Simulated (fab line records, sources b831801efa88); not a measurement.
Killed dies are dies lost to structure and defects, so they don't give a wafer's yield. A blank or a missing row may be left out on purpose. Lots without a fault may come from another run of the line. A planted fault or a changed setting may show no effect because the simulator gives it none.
Which tool did it? | flow sky130 | 24 lots, 72 wafers sampled, at 6 steps of a route of 708

WHAT THE GAUGES READ, wafer by wafer
SKY_VIA2_RS_MEAS_22: measures by four-point-probe.
lot  | measured     | on            | VIA2_W_RS (ohm/sq)
L074 | day 36 15:39 | film_metro-03 | 0.270 0.272 0.270
L075 | day 37 03:50 | film_metro-03 | 0.270 0.275 0.276
L076 | day 37 12:02 | film_metro-03 | 0.272 0.274 0.272
L077 | day 37 19:52 | film_metro-04 | 0.270 0.273 0.271
L078 | day 38 00:02 | film_metro-04 | 0.277 0.279 0.274
L079 | day 38 13:42 | film_metro-01 | 0.275 0.277 0.273
L080 | day 38 16:10 | film_metro-03 | 0.272 0.272 0.274
L081 | day 38 19:04 | film_metro-03 | 0.273 0.274 0.273
L082 | day 39 02:16 | film_metro-01 | 0.278 0.273 0.275
L083 | day 39 12:43 | film_metro-04 | 0.273 0.272 0.271
L084 | day 39 14:10 | film_metro-03 | 0.274 0.277 0.278
L085 | day 39 23:11 | film_metro-03 | 0.269 0.273 0.269
L087 | day 40 12:12 | film_metro-01 | 0.271 0.272 0.269
L086 | day 40 14:18 | film_metro-04 | 0.278 0.274 0.270
L088 | day 40 15:00 | film_metro-04 | 0.275 0.271 0.276
L089 | day 41 05:46 | film_metro-01 | 0.279 0.280 0.277
L090 | day 41 12:13 | film_metro-01 | 0.273 0.267 0.269
L091 | day 41 15:20 | film_metro-03 | 0.276 0.281 0.274
L092 | day 41 20:06 | film_metro-01 | 0.278 0.272 0.270
L093 | day 42 09:29 | film_metro-03 | 0.266 0.275 0.271
L094 | day 42 12:48 | film_metro-04 | 0.276 0.271 0.276
L095 | day 42 15:41 | film_metro-03 | 0.270 0.278 0.276
L096 | day 42 23:37 | film_metro-03 | 0.273 0.273 0.272
L097 | day 43 08:16 | film_metro-04 | 0.268 0.269 0.268

SKY_VIA2_THK_MEAS_23: measures by xrf.
lot  | measured     | on            | VIA2_W_THK (nm)
L074 | day 36 15:46 | film_metro-03 | 427 424 425
L075 | day 37 03:58 | film_metro-03 | 420 415 412
L076 | day 37 12:10 | film_metro-03 | 418 419 417
L077 | day 37 19:58 | film_metro-04 | 422 416 421
L078 | day 38 00:09 | film_metro-04 | 414 410 419
L079 | day 38 13:49 | film_metro-01 | 416 413 420
L080 | day 38 16:17 | film_metro-03 | 418 421 417
L081 | day 38 19:10 | film_metro-03 | 420 417 415
L082 | day 39 02:23 | film_metro-01 | 408 414 414
L083 | day 39 12:50 | film_metro-04 | 423 424 425
L084 | day 39 14:17 | film_metro-03 | 425 418 420
L085 | day 39 23:18 | film_metro-03 | 432 428 433
L087 | day 40 12:19 | film_metro-01 | 424 417 423
L086 | day 40 14:25 | film_metro-04 | 413 422 430
L088 | day 40 15:05 | film_metro-04 | 419 424 415
L089 | day 41 05:53 | film_metro-01 | 411 412 415
L090 | day 41 12:20 | film_metro-01 | 418 426 426
L091 | day 41 15:26 | film_metro-03 | 418 414 424
L092 | day 41 20:13 | film_metro-01 | 415 421 426
L093 | day 42 09:35 | film_metro-03 | 439 422 426
L094 | day 42 12:55 | film_metro-04 | 411 420 410
L095 | day 42 15:47 | film_metro-03 | 425 413 414
L096 | day 42 23:44 | film_metro-03 | 421 425 422
L097 | day 43 08:22 | film_metro-04 | 430 423 426

SKY_CAPM_THK_MEAS_04: measures by xrf.
lot  | measured     | on            | CAPM_TIN_THK (nm)
L074 | day 36 16:46 | film_metro-02 | 198.7 199.4 199.8
L075 | day 37 04:47 | film_metro-03 | 199.2 201.0 202.5
L076 | day 37 12:59 | film_metro-02 | 195.5 199.5 198.1
L077 | day 37 20:47 | film_metro-03 | 202.5 203.9 200.0
L078 | day 38 01:01 | film_metro-02 | 199.5 198.9 197.2
L079 | day 38 14:38 | film_metro-02 | 196.2 199.9 197.3
L080 | day 38 17:07 | film_metro-01 | 199.5 199.0 198.0
L081 | day 38 20:00 | film_metro-02 | 195.9 197.1 197.2
L082 | day 39 03:13 | film_metro-01 | 200.7 201.3 199.9
L083 | day 39 13:40 | film_metro-02 | 199.8 198.9 200.6
L084 | day 39 15:06 | film_metro-03 | 201.1 201.2 200.4
L085 | day 40 00:08 | film_metro-03 | 204.9 205.5 201.8
L087 | day 40 13:09 | film_metro-02 | 197.2 198.0 197.1
L086 | day 40 15:14 | film_metro-01 | 199.1 199.0 199.4
L088 | day 40 15:56 | film_metro-01 | 200.2 199.4 203.0
L089 | day 41 06:43 | film_metro-03 | 202.2 201.6 200.4
L090 | day 41 13:10 | film_metro-01 | 198.6 200.0 199.6
L091 | day 41 16:55 | film_metro-01 | 201.0 199.1 201.6
L092 | day 41 21:04 | film_metro-03 | 199.3 203.5 201.8
L093 | day 42 10:25 | film_metro-01 | 201.9 201.6 203.2
L094 | day 42 13:46 | film_metro-02 | 202.9 202.1 204.2
L095 | day 42 16:37 | film_metro-02 | 201.0 201.4 200.8
L096 | day 43 00:33 | film_metro-02 | 200.6 201.8 202.4
L097 | day 43 09:11 | film_metro-02 | 200.5 199.5 196.2

SKY_CAP2M_OVL_MEAS_12.
lot  | measured     | on         | CAP2M_OVL (nm)
L074 | day 41 01:29 | overlay-01 | 3.0 2.2 1.8
L075 | day 41 12:19 | overlay-02 | -1.5 0.1 -0.3
L076 | day 41 17:58 | overlay-01 | 1.4 -0.3 0.1
L077 | day 42 03:29 | overlay-02 | 1.1 0.2 0.7
L078 | day 42 07:24 | overlay-01 | 2.5 2.4 1.4
L079 | day 42 18:49 | overlay-02 | 0.3 -0.2 -0.7
L080 | day 42 20:45 | overlay-02 | 1.1 0.1 0.1
L081 | day 42 23:58 | overlay-02 | -1.6 3.0 1.9
L082 | day 43 07:29 | overlay-01 | 1.2 -1.1 -0.3
L083 | day 43 18:38 | overlay-01 | -0.2 2.9 1.7
L084 | day 43 18:56 | overlay-01 | 0.9 -1.1 0.1
L085 | day 44 02:23 | overlay-01 | 0.7 2.3 0.2
L087 | day 44 15:32 | overlay-01 | 0.3 2.8 1.1
L086 | day 44 17:44 | overlay-02 | 0.1 1.1 1.9
L088 | day 44 18:13 | overlay-02 | 1.0 0.5 0.5
L089 | day 45 05:17 | overlay-01 | -0.5 1.9 0.4
L090 | day 45 12:49 | overlay-02 | 0.4 -0.8 -0.2
L091 | day 45 16:41 | overlay-01 | 2.0 0.9 0.1
L092 | day 45 19:29 | overlay-01 | 0.7 -1.1 -1.4
L093 | day 46 07:33 | overlay-02 | 0.7 1.1 -0.8
L094 | day 46 12:14 | overlay-02 | 1.9 1.3 1.1
L095 | day 46 13:22 | overlay-01 | 2.6 4.1 0.7
L096 | day 46 20:52 | overlay-01 | 0.5 -1.6 -0.2
L097 | day 47 02:37 | overlay-02 | 1.7 1.4 1.0

WHICH TOOL RAN EACH LOT (tool, then ch and the chambers of the sampled wafers, then the start)
lot  | SKY_CAPM_CVD_00                 | SKY_CAP2M_SPUTTER_02
L074 | pecvd-03 ch 0,1, day 36 16:27   | pvd_sputter-01, day 40 00:46
L075 | pecvd-04 ch 0,1, day 37 04:29   | pvd_sputter-03, day 40 11:39
L076 | pecvd-02 ch 0,1, day 37 12:41   | pvd_sputter-01, day 40 18:35
L077 | pecvd-04 ch 0,1,2, day 37 20:28 | pvd_sputter-01, day 41 04:20
L078 | pecvd-02 ch 0, day 38 00:41     | pvd_sputter-03, day 41 07:31
L079 | pecvd-03 ch 0,1,2, day 38 14:20 | pvd_sputter-01, day 41 19:19
L080 | pecvd-02 ch 0,1,2, day 38 16:48 | pvd_sputter-04, day 41 21:08
L081 | pecvd-03 ch 0,1,2, day 38 19:40 | pvd_sputter-01, day 42 00:01
L082 | pecvd-04 ch 0,1,2, day 39 02:54 | pvd_sputter-01, day 42 08:40
L083 | pecvd-04 ch 1,2, day 39 13:20   | pvd_sputter-03, day 42 19:16
L084 | pecvd-03 ch 1,2, day 39 14:47   | pvd_sputter-03, day 42 19:34
L085 | pecvd-02 ch 0,1,2, day 39 23:49 | pvd_sputter-04, day 43 03:29
L087 | pecvd-03 ch 1,2, day 40 12:50   | pvd_sputter-04, day 43 17:08
L086 | pecvd-02 ch 0,2, day 40 14:55   | pvd_sputter-03, day 43 18:52
L088 | pecvd-04 ch 1,2, day 40 15:35   | pvd_sputter-01, day 43 19:31
L089 | pecvd-03 ch 1,2, day 41 06:25   | pvd_sputter-01, day 44 07:20
L090 | pecvd-03 ch 1,2, day 41 12:52   | pvd_sputter-04, day 44 14:47
L091 | pecvd-02 ch 0,2, day 41 16:35   | pvd_sputter-01, day 44 18:40
L092 | pecvd-02 ch 0,1, day 41 20:44   | pvd_sputter-01, day 44 21:56
L093 | pecvd-04 ch 1,2, day 42 10:05   | pvd_sputter-01, day 45 10:19
L094 | pecvd-02 ch 0,2, day 42 13:26   | pvd_sputter-04, day 45 14:34
L095 | pecvd-03 ch 1,2, day 42 16:17   | pvd_sputter-04, day 45 16:41
L096 | pecvd-04 ch 0,1,2, day 43 00:14 | pvd_sputter-01, day 45 23:43
L097 | pecvd-03 ch 0,1,2, day 43 08:52 | pvd_sputter-03, day 46 06:33
- SKY_CAPM_CVD_00: deposits SiO2, target thk 15.5 nm.
- SKY_CAP2M_SPUTTER_02: material TiN, target thk 200 nm, time 166.7 s.

WHAT THE TOOLS THEMSELVES READ (means of the sampled wafers that have a number; where no wafer has one, the mark that the record gives instead)
SKY_CAPM_CVD_00.
lot  | tool     | heater_power_w (W) | susceptor_temp_C (C)
L074 | pecvd-03 | 697                | 400.14
L075 | pecvd-04 | 701                | 399.73
L076 | pecvd-02 | 605                | 400.01
L077 | pecvd-04 | 683                | 400.04
L078 | pecvd-02 | 501                | 399.77
L079 | pecvd-03 | 702                | 400.25
L080 | pecvd-02 | 618                | 400.06
L081 | pecvd-03 | 643                | 399.97
L082 | pecvd-04 | 674                | 400.04
L083 | pecvd-04 | 611                | 399.97
L084 | pecvd-03 | 699                | 399.71
L085 | pecvd-02 | 640                | 400.23
L087 | pecvd-03 | 750                | 400.11
L086 | pecvd-02 | 606                | 399.89
L088 | pecvd-04 | 620                | 399.89
L089 | pecvd-03 | 730                | 400.09
L090 | pecvd-03 | 731                | 399.99
L091 | pecvd-02 | 582                | 399.99
L092 | pecvd-02 | 561                | 399.79
L093 | pecvd-04 | 650                | 400.22
L094 | pecvd-02 | 627                | 400.31
L095 | pecvd-03 | 730                | 400.08
L096 | pecvd-04 | 714                | 399.97
L097 | pecvd-03 | 739                | 399.91

SKY_CAP2M_SPUTTER_02.
lot  | tool           | susceptor_temp_C (C) | throttle_valve_pct (%)
L074 | pvd_sputter-01 | 299.83               | 30.5
L075 | pvd_sputter-03 | 300.19               | 30.1
L076 | pvd_sputter-01 | 300.22               | 31.6
L077 | pvd_sputter-01 | 300.02               | 31.0
L078 | pvd_sputter-03 | 299.82               | 29.6
L079 | pvd_sputter-01 | 300.04               | 30.3
L080 | pvd_sputter-04 | 300.13               | 29.7
L081 | pvd_sputter-01 | 300.01               | 30.7
L082 | pvd_sputter-01 | 300.16               | 30.8
L083 | pvd_sputter-03 | 299.97               | 30.0
L084 | pvd_sputter-03 | 299.65               | 30.8
L085 | pvd_sputter-04 | 299.86               | 29.8
L087 | pvd_sputter-04 | 299.96               | 29.9
L086 | pvd_sputter-03 | 299.96               | 30.4
L088 | pvd_sputter-01 | 300.15               | 30.3
L089 | pvd_sputter-01 | 300.01               | 31.1
L090 | pvd_sputter-04 | 300.27               | 29.8
L091 | pvd_sputter-01 | 300.01               | 30.9
L092 | pvd_sputter-01 | 300.08               | 31.5
L093 | pvd_sputter-01 | 300.02               | 31.5
L094 | pvd_sputter-04 | 299.94               | 30.3
L095 | pvd_sputter-04 | 300.06               | 29.8
L096 | pvd_sputter-01 | 299.97               | 31.2
L097 | pvd_sputter-03 | 300.18               | 30.0

THE ANSWER, worked out from the rows above alone
Rule: what is usual is taken from the lots themselves. Put in order of their means at a reading, lots are off if they are a third of the lots or fewer, leave a main group of 4 or more, and stand apart from it by a gap of 3 or more times the standard deviation of the main group's means; of several such gaps the widest counts. A main group whose means are all the same, to the digits that the tables above print for the reading, isn't used. A lot without any number at a reading at which 4 lots or more have one is off too. The other lots that the step has rows for count as sound. The gauges are gone through in route order, then the tools' own readings, and for those a lot's mean is taken as printed above. The first step at which some lot is off is used, and at that step the reading that is off furthest; a lot without a number counts as furthest.
No lot is off at any reading shown: from this, nothing can be told.

WHAT THE SIMULATOR HAD PUT IN
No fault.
